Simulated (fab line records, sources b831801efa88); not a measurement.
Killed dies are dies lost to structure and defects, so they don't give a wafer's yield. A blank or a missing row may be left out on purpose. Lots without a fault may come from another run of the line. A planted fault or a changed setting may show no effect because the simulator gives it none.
fab line records | flow sky130
record lots=7 wafers=21 last_day=50
route steps=708 shown LI_CONTACT@371 PAD_OPEN@708
lots that met no fault: from a run of the same line without faults
start_h: hours from the record's first day to the start of the lot's first wafer shown | wait_h: hours since the lot's step before | " the same as in the row above | L1.1+2: a row that stands for several wafers | - no value, or no start given | * or withheld: withheld | < > ~ a bound
route shown NAME@n: a module of which the file shows steps, and the number in the route of the first | usual: mean/standard deviation of fault-free wafers | same: alike in all rows | chamber/n: place in a boat | sites: the reading at each site | _std_site: their standard deviation | _edge_site: outer sites' mean less inner sites' | radius_mm: how far each site lies from the wafer's centre | mask NAME#n: copy n | behind: the tool/chamber that last shaped the wafer | hold: why the lot was held/for how many hours/how that ended | device: the transistor (n, p or np) that didn't switch | end of line: the same wafers' tests at the end of the route | a step without rows: its recipe alone | killed: dies lost to structure and defects at the first sort, not the wafer's yield | map: a wafer's dies, x killed, . not, _ none there
set.NAME: the setting as run; set.NAME@STEP: as run at that earlier step | model.NAME: the simulator's own value behind a step, which no gauge read
lots at some steps of the route; a table a step, a row a wafer
services: from which hour (start_h, from the record's first day; less than 0 if before it) a tool's chamber was out of use, for how many hours, and why
## steps
# step SKY_LI_CONTACT_EXPOSE_09
# recipe mask_id=LICM1 na=0.8 source_shape=annular sigma_inner=0.55 sigma_outer=0.85 target_cd_nm=170 dose_mj=38
# step SKY_LI_CONTACT_PEB_10
# recipe peb_temp_c=withheld peb_time_s=withheld resist=KrF-thick
# step SKY_LI_CONTACT_DEVELOP_11
# recipe develop_time_s=60 resist=KrF-thick dev_temp_c=21
# step SKY_LI_CONTACT_CD_MEAS_12
# recipe target_cd_nm=170
# usual cd_nm=170.0/1.6
# columns lot.wafer tool chamber start_h wait_h cd_nm
L315.1 cd_sem-02 - 698.41 - 169.5
L315.3 " - " " 170.0
L315.4 " - " " 169.1
L317.3 cd_sem-01 - 718.82 - 168.4
L317.5 " - " " 168.2
L317.6 " - " " 168.3
L321.1 cd_sem-01 - 757.48 - 166.7
L321.2 " - " " 168.6
L321.5 " - " " 169.2
L323.2 cd_sem-01 - 773.08 - 171.4
L323.4 " - " " 172.2
L323.5 " - " " 175.0
L326.1 cd_sem-02 - 790.13 - 172.1
L326.2 " - " " 169.3
L326.3 " - " " 169.7
L335.1 cd_sem-02 - 865.21 - 169.7
L335.4 " - " " 169.1
L335.6 " - " " 168.1
L334.3 cd_sem-01 - 868.52 - 168.9
L334.4 " - " " 169.9
L334.5 " - " " 168.6
# step SKY_LI_CONTACT_OVL_MEAS_13
# usual LI_CONTACT_OVL=-3/5.5
# columns lot.wafer tool chamber start_h wait_h LI_CONTACT_OVL[nm]
L315.1 overlay-01 - 698.53 0.1 -15
L315.3 " - " " -10
L315.4 " - " " -4
L317.3 overlay-01 - 718.91 0.1 3
L317.5 " - " " -4
L317.6 " - " " 7
L321.1 overlay-02 - 757.60 0.1 0
L321.2 " - " " -6
L321.5 " - " " -8
L323.2 overlay-02 - 773.19 0.1 5
L323.4 " - " " 3
L323.5 " - " " 8
L326.1 overlay-01 - 790.25 0.1 -3
L326.2 " - " " 1
L326.3 " - " " -6
L335.1 overlay-02 - 865.33 0.1 -9
L335.4 " - " " -6
L335.6 " - " " -2
L334.3 overlay-02 - 868.61 0.1 -4
L334.4 " - " " 4
L334.5 " - " " -5
# step SKY_LI_CONTACT_ETCH_14
# recipe chemistry=N2/H2 target=BARC ion_energy_ev=200 source_w=500 bias_w=100 pressure_mtorr=30 n2_flow_sccm=100 h2_flow_sccm=200 stop_on=SiO2 time_s=45.9 target_depth_a=600
# usual drypump_motor_current_A=5.9/0.54 oes_product_au=0.854/0.0049 throttle_valve_pct=13.225/0.0091
# columns lot.wafer tool chamber start_h wait_h drypump_motor_current_A oes_product_au rf_hours_counter_h throttle_valve_pct
L315.1 rie_diel-01 3 698.56 0.0 4.7 0.861 11 13.215
L315.3 " 0 " " 5.5 0.856 4 13.220
L315.4 " 2 " " 6.2 0.864 7 13.225
L317.3 rie_diel-04 2 718.93 0.0 6.4 0.855 9 13.238
L317.5 " 2 " " 6.4 0.850 - 13.237
L317.6 " 3 " " 6.3 0.850 - 13.234
L321.1 rie_diel-01 0 757.63 0.0 5.5 0.852 5 13.205
L321.2 " 2 " " 6.2 0.858 8 13.231
L321.5 " 0 " " 5.5 0.866 - 13.227
L323.2 rie_diel-01 2 773.22 0.0 6.2 0.846 9 13.218
L323.4 " 0 " " 5.5 0.867 6 13.209
L323.5 " 3 " " 4.7 0.852 - 13.239
L326.1 rie_diel-01 1 790.28 0.0 6.0 0.852 4 13.224
L326.2 " 2 " " 6.2 0.858 9 13.238
L326.3 " 0 " " 5.5 0.858 7 13.231
L335.1 rie_diel-03 0 865.36 0.0 6.2 0.862 22 13.221
L335.4 " 1 " " 6.0 0.867 - 13.210
L335.6 " 3 " " 5.4 0.855 - 13.228
L334.3 rie_diel-01 3 868.63 0.0 4.7 0.859 17 13.235
L334.4 " 2 " " 6.2 0.853 12 13.223
L334.5 " 1 " " 6.0 0.855 - 13.214
# step SKY_LI_CONTACT_ETCH_15
# recipe target=PSG chemistry=C4F8/O2/Ar stop_on=Si taper_deg=4.15 mask_material=KrF-thick source_w=1500 bias_w=1200 pressure_mtorr=40 c4f8_flow_sccm=withheld O2_flow_sccm=6 Ar_flow_sccm=300 time_s=withheld target_depth_a=6000
# usual oes_product_au=0.837/0.0043
# columns lot.wafer tool chamber start_h wait_h oes_product_au
L315.1 rie_diel-01 3 698.60 0.0 0.839
L315.3 " 0 " " 0.833
L315.4 " 2 " " 0.833
L317.3 rie_diel-04 2 718.98 0.0 0.841
L317.5 " 2 " " 0.839
L317.6 " 3 " " 0.844
L321.1 rie_diel-01 0 757.68 0.0 0.838
L321.2 " 2 " " 0.829
L321.5 " 0 " " 0.836
L323.2 rie_diel-01 2 773.26 0.0 0.836
L323.4 " 0 " " 0.836
L323.5 " 3 " " 0.844
L326.1 rie_diel-01 1 790.33 0.0 0.835
L326.2 " 2 " " 0.839
L326.3 " 0 " " 0.841
L335.1 rie_diel-03 0 865.40 0.0 0.844
L335.4 " 1 " " 0.840
L335.6 " 3 " " 0.840
L334.3 rie_diel-01 3 868.68 0.0 0.842
L334.4 " 2 " " 0.831
L334.5 " 1 " " 0.832
# step SKY_LI_CONTACT_STRIP_16
# recipe chemistry=O2/N2 power_w=1400 pressure_mtorr=1500 platen_temp_c=withheld o2_flow_sccm=3000 n2_flow_sccm=300 overash_fraction=0.5
# usual drypump_motor_current_A=5.80/0.26 oes_product_au=0.376/0.0046 strip_time_to_endpoint_s=3.50/0.038
# columns lot.wafer tool chamber start_h wait_h drypump_motor_current_A oes_product_au rf_hours_counter_h strip_time_to_endpoint_s
L315.1 plasma_asher-03 1 698.69 - 5.70 0.374 28 3.52
L315.3 " 1 " " 5.67 0.368 - 3.47
L315.4 " 0 " " 6.06 0.376 - 3.52
L317.3 plasma_asher-02 0 719.09 - 6.12 0.377 - 3.50
L317.5 " 0 " " 6.13 0.373 - 3.49
L317.6 " 1 " " 5.47 0.374 - 3.51
L321.1 plasma_asher-02 0 757.76 - 6.12 0.375 89 3.46
L321.2 " 1 " " 5.48 0.374 89 3.52
L321.5 " 1 " " 5.48 0.376 - 3.43
L323.2 plasma_asher-02 0 773.35 - 6.11 0.377 91 3.46
L323.4 " 0 " " 6.10 0.378 - 3.50
L323.5 " 1 " " 5.45 0.378 - 3.54
L326.1 plasma_asher-04 0 790.41 - 5.46 0.372 5 3.49
L326.2 " 1 " " 5.97 0.376 5 3.49
L326.3 " 1 " " 5.97 0.373 - 3.47
L335.1 plasma_asher-04 0 865.49 - 5.53 0.375 12 3.48
L335.4 " 1 " " 5.92 0.376 - 3.49
L335.6 " 1 " " 5.96 0.375 - 3.46
L334.3 plasma_asher-02 0 868.80 - 6.11 0.383 - 3.52
L334.4 " 1 " " 5.49 0.371 - 3.53
L334.5 " 1 " " 5.48 0.374 - 3.48
# step SKY_LI_CONTACT_CLEAN_17
# recipe chemistry=NMP time_s=600 temp_c=60 dry=n2_spin
# step SKY_LI_CONTACT_PRE_CLEAN_18
# recipe gas=Ar time_s=5.6 bias_v=358
# step SKY_LI_CONTACT_SPUTTER_19
# recipe material=Ti target_thk_nm=20 chamber_pressure_pa=5 power_w=2500 substrate_temp_c=200 time_s=106.37
# step SKY_LI_CONTACT_SPUTTER_20
# recipe material=TiN target_thk_nm=20 chamber_pressure_pa=5 power_w=4000 time_s=80
# usual throttle_valve_pct=29.6/0.87
# columns lot.wafer tool chamber start_h wait_h throttle_valve_pct
L315.1 pvd_sputter-03 - 699.06 0.0 28.9
L315.3 " - " " 30.7
L315.4 " - " " 29.3
L317.3 pvd_sputter-02 - 719.45 0.0 30.6
L317.5 " - " " 30.5
L317.6 " - " " 30.5
L321.1 pvd_sputter-02 - 758.13 0.0 29.3
L321.2 " - " " 29.4
L321.5 " - " " 30.7
L323.2 pvd_sputter-03 - 773.72 0.0 29.4
L323.4 " - " " 29.2
L323.5 " - " " 30.9
L326.1 pvd_sputter-02 - 790.80 0.0 29.5
L326.2 " - " " 29.4
L326.3 " - " " 30.6
L335.1 pvd_sputter-01 - 865.86 0.0 30.2
L335.4 " - " " 30.0
L335.6 " - " " 29.8
L334.3 pvd_sputter-02 - 869.13 0.0 30.3
L334.4 " - " " 30.7
L334.5 " - " " 30.3
# step SKY_LI_CONTACT_CVD_21
# recipe material=W target_thk_nm=400 time_s=120.56 temp_c=400 pressure_torr=40
# usual heater_power_w=856/81
# columns lot.wafer tool chamber start_h wait_h heater_power_w since_wet_clean_h
L315.1 cvd_w-01 1 699.12 0.0 906 795
L315.3 " 1 " " 935 -
L315.4 " 0 " " 829 -
L317.3 cvd_w-02 1 719.55 0.1 727 -
L317.5 " 1 " " 754 -
L317.6 " 0 " " 938 -
L321.1 cvd_w-01 1 758.19 0.0 941 854
L321.2 " 0 " " 827 854
L321.5 " 0 " " 830 -
L323.2 cvd_w-01 1 773.78 0.0 914 870
L323.4 " 1 " " 920 -
L323.5 " 1 " " 911 -
L326.1 cvd_w-01 1 790.86 0.0 921 887
L326.2 " 0 " " 824 887
L326.3 " 0 " " 822 -
L335.1 cvd_w-02 1 865.92 0.0 753 462
L335.4 " 1 " " 770 -
L335.6 " 0 " " 961 -
L334.3 cvd_w-02 1 869.24 0.1 753 -
L334.4 " 0 " " 942 -
L334.5 " 1 " " 760 -
# step SKY_LI_CONTACT_RS_MEAS_22
# recipe thk_meas_gauge=four-point-probe reads=W_of_LI_CONTACT_CVD_21+TiN_of_LI_CONTACT_SPUTTER_20+Ti_of_LI_CONTACT_SPUTTER_19
# usual LI_CONTACT_W_RS=0.2850/0.0026
# columns lot.wafer tool chamber start_h wait_h LI_CONTACT_W_RS[ohm/sq]
L315.1 film_metro-04 - 699.25 0.1 0.2857
L315.3 " - " " 0.2847
L315.4 " - " " 0.2848
L317.3 film_metro-04 - 719.67 0.1 0.2820
L317.5 " - " " 0.2826
L317.6 " - " " 0.2875
L321.1 film_metro-04 - 758.32 0.1 0.2993
L321.2 " - " " 0.2845
L321.5 " - " " 0.2826
L323.2 film_metro-01 - 773.92 0.1 0.3028
L323.4 " - " " 0.3022
L323.5 " - " " 0.3003
L326.1 film_metro-01 - 790.98 0.1 0.2999
L326.2 " - " " 0.2907
L326.3 " - " " 0.2867
L335.1 film_metro-02 - 866.05 0.1 0.2816
L335.4 " - " " 0.2855
L335.6 " - " " 0.2780
L334.3 film_metro-04 - 869.36 0.1 0.2902
L334.4 " - " " 0.2826
L334.5 " - " " 0.2864
# step SKY_LI_CONTACT_THK_MEAS_23
# recipe thk_meas_gauge=xrf reads=W_of_LI_CONTACT_CVD_21
# usual LI_CONTACT_W_THK=412/5.6
# columns lot.wafer tool chamber start_h wait_h LI_CONTACT_W_THK[nm]
L315.1 film_metro-04 - 699.37 0.1 420
L315.3 " - " " 416
L315.4 " - " " 419
L317.3 film_metro-04 - 719.77 0.1 422
L317.5 " - " " 424
L317.6 " - " " 414
L321.1 film_metro-04 - 758.44 0.1 399
L321.2 " - " " 418
L321.5 " - " " 422
L323.2 film_metro-01 - 774.03 0.1 389
L323.4 " - " " 391
L323.5 " - " " 391
L326.1 film_metro-01 - 791.10 0.1 386
L326.2 " - " " 399
L326.3 " - " " 412
L335.1 film_metro-02 - 866.17 0.1 416
L335.4 " - " " 408
L335.6 " - " " 419
L334.3 film_metro-04 - 869.46 0.1 411
L334.4 " - " " 422
L334.5 " - " " 414
# step SKY_LI_CONTACT_CMP_24
# recipe stop_on=PSG t_overpolish_s=20 down_force_psi=3.5 platen_rpm=60 target_thk_nm=0 pad_velocity_m_s=0.94248
# usual motor_current_A=11.0/1.5 overpolish_run_s=20.000/0.0086 time_to_endpoint_s=96/5.1
# columns lot.wafer tool chamber start_h wait_h motor_current_A overpolish_run_s time_to_endpoint_s
L315.3 cmp-01 2 699.43 0.0 10.4 19.996 94
L315.4 " 3 " " 9.1 20.009 103
L315.1 " 0 " " 13.3 19.995 98
L317.3 cmp-02 3 719.91 0.1 9.4 20.000 93
L317.5 " 1 " " 10.6 19.993 97
L317.6 " 2 " " 12.2 20.003 90
L321.1 cmp-01 2 758.50 0.1 10.3 20.002 93
L321.2 " 3 " " 8.7 20.006 102
L321.5 " 2 " " 10.7 20.004 95
L323.2 cmp-01 2 774.08 0.0 9.9 19.995 96
L323.4 " 0 " " 14.4 20.001 100
L323.5 " 2 " " 10.6 19.994 97
L326.1 cmp-02 1 791.21 0.1 10.6 19.994 98
L326.3 " 2 " " 12.3 19.991 91
L326.2 " 3 " " 8.9 19.994 86
L335.1 cmp-01 3 866.23 0.1 9.4 19.999 102
L335.4 " 1 " " 11.8 20.005 91
L335.6 " 3 " " 8.8 20.002 108
L334.4 cmp-01 0 869.50 0.0 13.5 19.999 97
L334.3 " 1 " " 11.8 19.988 83
L334.5 " 1 " " 12.2 20.018 84
# step SKY_PAD_OPEN_PROBE_99
# usual killed_at_M0_to_M3=42/6.6 killed_at_M4_up=3.1/1.9 killed_at_contacts=24/5.6 killed_at_front_end=15/4.8 killed_at_other=0.3/0.48 killed_dies=84/10 killed_open=47/6.8 killed_short=37/6.8
# same gross_dies=492 killed_at_back_side=0
# columns lot.wafer tool chamber start_h wait_h killed_at_M0_to_M3 killed_at_M4_up killed_at_contacts killed_at_front_end killed_at_other killed_dies killed_open killed_short
L315.1 prober-02 - 1092.05 0.1 40 6 20 21 1 88 50 38
L315.3 prober-02 - 1092.15 0.2 49 2 13 13 1 78 44 34
L315.4 prober-02 - 1092.20 0.2 47 4 32 13 0 96 47 49
L317.3 prober-02 - 1106.73 0.2 35 0 25 20 0 80 41 39
L317.5 prober-02 - 1106.83 0.2 37 2 29 20 1 89 53 36
L317.6 prober-02 - 1106.88 0.2 37 1 26 11 0 75 44 31
L321.1 prober-02 - 1136.51 0.1 36 3 28 11 0 78 37 41
L321.2 prober-02 - 1136.56 0.1 37 3 17 13 0 70 33 37
L321.5 prober-02 - 1136.71 0.2 43 4 28 17 0 92 53 39
L323.2 prober-01 - 1145.53 0.1 42 3 30 23 0 98 50 48
L323.4 prober-01 - 1145.63 0.2 28 6 23 12 0 69 43 26
L323.5 prober-01 - 1145.68 0.2 43 1 23 17 0 84 48 36
L326.1 prober-01 - 1157.46 0.1 46 2 30 11 1 90 52 38
L326.2 prober-01 - 1157.51 0.1 35 5 26 13 0 79 36 43
L326.3 prober-01 - 1157.56 0.2 40 3 25 15 0 83 46 37
L335.1 prober-02 - 1203.38 0.1 44 1 18 11 0 74 43 29
L335.4 prober-02 - 1203.53 0.2 42 2 21 14 0 79 37 42
L335.6 prober-02 - 1203.63 0.2 44 3 27 9 0 83 47 36
L334.3 prober-01 - 1205.20 0.2 42 1 23 12 0 78 47 31
L334.4 prober-01 - 1205.25 0.2 39 2 27 16 1 85 47 38
L334.5 prober-01 - 1205.30 0.2 41 6 23 17 0 87 51 36
# killed by level:class
L315.1 VIA1:geometric_particle:open=10 LI_CONTACT:geometric_particle:open=8 VIA3:geometric_particle:open=7 POLY_GATE:geometric_particle:open=6 METAL4:geometric_particle:short=6 CONTACT:geometric_particle:open=6 METAL1:geometric_particle:short=6 VIA2:geometric_particle:open=5
L315.3 VIA2:geometric_particle:open=12 VIA3:geometric_particle:open=9 VIA1:geometric_particle:open=6 POLY_GATE:geometric_particle:open=5 VIA3:geometric_particle:short=5 LI_CONTACT:geometric_particle:short=4 METAL1:geometric_particle:short=4 METAL2:geometric_particle:short=4
L315.4 VIA1:geometric_particle:open=15 CONTACT:geometric_particle:open=10 CONTACT:geometric_particle:short=9 VIA2:geometric_particle:open=7 LI_CONTACT:geometric_particle:short=6 METAL1:geometric_particle:short=5 VIA1:geometric_particle:short=5 POLY_GATE:geometric_particle:short=4
L317.3 VIA1:geometric_particle:open=12 LI_CONTACT:geometric_particle:open=9 POLY_GATE:geometric_particle:short=6 CONTACT:geometric_particle:open=6 CONTACT:geometric_particle:short=6 VIA1:geometric_particle:short=4 METAL2:geometric_particle:short=4 VIA2:geometric_particle:open=4
L317.5 CONTACT:geometric_particle:open=12 VIA1:geometric_particle:open=10 FIELD_ISO:geometric_particle:open=7 LI_CONTACT:geometric_particle:open=6 VIA3:geometric_particle:open=5 FIELD_ISO:geometric_particle:short=4 POLY_GATE:geometric_particle:open=4 POLY_GATE:geometric_particle:short=4
L317.6 VIA1:geometric_particle:open=12 CONTACT:geometric_particle:open=10 VIA3:geometric_particle:open=6 LI_CONTACT:geometric_particle:short=5 CONTACT:geometric_particle:short=5 FIELD_ISO:geometric_particle:open=4 VIA2:geometric_particle:open=4 VIA3:geometric_particle:short=4
L321.1 METAL2:geometric_particle:short=9 VIA1:geometric_particle:open=8 LI_CONTACT:geometric_particle:open=8 CONTACT:geometric_particle:open=7 LI_CONTACT:geometric_particle:short=5 LOCAL_INTERCONNECT:geometric_particle:short=5 VIA1:geometric_particle:short=4 METAL2:geometric_particle:open=3
L321.2 METAL1:geometric_particle:short=9 VIA3:geometric_particle:open=6 LI_CONTACT:geometric_particle:open=5 METAL2:geometric_particle:short=4 CONTACT:geometric_particle:open=4 METAL3:geometric_particle:short=4 VIA2:geometric_particle:short=4 FIELD_ISO:geometric_particle:short=3
L321.5 VIA2:geometric_particle:open=10 CONTACT:geometric_particle:open=10 FIELD_ISO:geometric_particle:short=8 VIA3:geometric_particle:open=8 CONTACT:geometric_particle:short=8 LI_CONTACT:geometric_particle:open=7 METAL1:geometric_particle:short=6 METAL2:geometric_particle:short=6
L323.2 CONTACT:geometric_particle:open=10 VIA1:geometric_particle:open=8 METAL1:geometric_particle:short=6 LOCAL_INTERCONNECT:geometric_particle:short=6 CONTACT:geometric_particle:short=6 FIELD_ISO:geometric_particle:open=5 FIELD_ISO:geometric_particle:short=5 VIA2:geometric_particle:open=5
L323.4 VIA1:geometric_particle:open=11 CONTACT:geometric_particle:open=10 LI_CONTACT:geometric_particle:open=5 VIA3:geometric_particle:open=4 METAL4:geometric_particle:short=4 FIELD_ISO:geometric_particle:open=3 POLY_GATE:geometric_particle:short=3 LOCAL_INTERCONNECT:geometric_particle:short=3
L323.5 VIA3:geometric_particle:open=9 VIA1:geometric_particle:short=8 CONTACT:geometric_particle:open=7 FIELD_ISO:geometric_particle:open=5 CONTACT:geometric_particle:short=5 VIA1:geometric_particle:open=5 VIA2:geometric_particle:open=5 POLY_GATE:geometric_particle:open=4
L326.1 VIA1:geometric_particle:open=11 METAL2:geometric_particle:short=11 CONTACT:geometric_particle:open=10 VIA3:geometric_particle:open=9 LI_CONTACT:geometric_particle:open=7 FIELD_ISO:geometric_particle:open=4 LI_CONTACT:geometric_particle:short=4 CONTACT:geometric_particle:short=4
L326.2 LI_CONTACT:geometric_particle:open=7 CONTACT:geometric_particle:short=7 CONTACT:geometric_particle:open=7 METAL2:geometric_particle:short=6 METAL1:geometric_particle:short=5 VIA1:geometric_particle:open=5 VIA2:geometric_particle:open=5 POLY_GATE:geometric_particle:short=4
L326.3 VIA1:geometric_particle:open=14 VIA1:geometric_particle:short=8 CONTACT:geometric_particle:open=7 VIA3:geometric_particle:open=6 FIELD_ISO:geometric_particle:short=5 LI_CONTACT:geometric_particle:short=5 FIELD_ISO:geometric_particle:open=4 LI_CONTACT:geometric_particle:open=4
L335.1 VIA1:geometric_particle:open=13 VIA3:geometric_particle:open=7 METAL2:geometric_particle:short=6 METAL1:geometric_particle:short=6 CONTACT:geometric_particle:open=5 CONTACT:geometric_particle:short=5 VIA2:geometric_particle:open=5 SPACER:geometric_particle:open=4
L335.4 METAL1:geometric_particle:short=9 POLY_GATE:geometric_particle:open=7 CONTACT:geometric_particle:open=7 CONTACT:geometric_particle:short=7 VIA3:geometric_particle:open=6 METAL1:geometric_particle:open=4 VIA1:geometric_particle:open=4 VIA1:geometric_particle:short=4
L335.6 LI_CONTACT:geometric_particle:open=10 VIA1:geometric_particle:open=10 METAL2:geometric_particle:short=8 CONTACT:geometric_particle:open=8 METAL1:geometric_particle:short=7 VIA3:geometric_particle:open=6 VIA1:geometric_particle:short=5 VIA2:geometric_particle:open=5
L334.3 LI_CONTACT:geometric_particle:open=9 VIA3:geometric_particle:open=9 CONTACT:geometric_particle:open=8 VIA1:geometric_particle:open=8 VIA1:geometric_particle:short=6 VIA2:geometric_particle:open=5 POLY_GATE:geometric_particle:open=4 POLY_GATE:geometric_particle:short=3
L334.4 LI_CONTACT:geometric_particle:open=11 CONTACT:geometric_particle:open=9 VIA1:geometric_particle:open=7 VIA3:geometric_particle:open=6 VIA1:geometric_particle:short=5 VIA3:geometric_particle:short=5 LOCAL_INTERCONNECT:geometric_particle:short=4 POLY_GATE:geometric_particle:short=4
L334.5 VIA1:geometric_particle:open=11 CONTACT:geometric_particle:open=9 VIA3:geometric_particle:open=8 POLY_GATE:geometric_particle:open=5 CONTACT:geometric_particle:short=5 METAL4:geometric_particle:short=5 FIELD_ISO:geometric_particle:short=4 METAL2:geometric_particle:open=4
## services
# columns tool chamber start_h hours kind
cmp-01 - 693.27 4.6 pm
cmp-01 - 700.73 1.1 repair
cmp-01 - 706.86 2.8 repair
rie_diel-04 - 715.38 2.8 pm
rie_diel-01 - 718.05 2.5 repair
cmp-01 - 723.65 0.5 repair
plasma_asher-04 - 733.75 9.0 pm
cmp-02 - 742.07 7.5 pm
cmp-01 - 743.11 0.4 repair
cmp-02 - 749.54 4.0 pm
rie_diel-04 - 749.66 0.5 repair
cmp-01 - 751.21 1.0 repair
rie_diel-04 1 754.62 13.8 repair
rie_diel-03 - 758.68 14.6 pm
plasma_asher-04 - 760.96 0.4 repair
rie_diel-01 1 767.13 2.8 repair
cmp-01 - 768.81 4.5 pm
cmp-01 - 792.47 1.1 repair
rie_diel-01 1 797.37 5.7 repair
cmp-01 - 820.59 1.5 repair
cvd_w-01 - 831.22 1.3 repair
cmp-01 - 834.00 0.6 repair
pvd_sputter-02 - 838.63 0.8 repair
cmp-01 - 846.38 3.3 repair
## key
first_sign step=SKY_LI_CONTACT_RS_MEAS_22 reading=LI_CONTACT_W_RS direction=up sigmas=6 usual=0.2850 struck=0.3009
effect step=SKY_LI_CONTACT_THK_MEAS_23 reading=LI_CONTACT_W_THK direction=down sigmas=3.7 usual=412 struck=391
met_at SKY_LI_CONTACT_CVD_21
struck_wafers L321.1,L323.2,L323.4,L323.5,L326.1
tester_left_out L321,L323,L326
onset_between 699.12 758.19
fault kind=site_profile_drift tool=cvd_w-01 chamber=1 onset_h=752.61 steps=SKY_LI_CONTACT_CVD_21 basis=fraction max_abs_drift=0.10316 slope_share_per_hr=51.578 site_pattern=0,0,0,0,0,-1,-1,-1,-1
# tester_left_out: of these lots the tester's yield and bins aren't shown, on N5 and GAA mostly nor the transistor test; their killed dies are dies lost to structure and defects alone, not to doping, threshold or leakage, so they don't give the yield
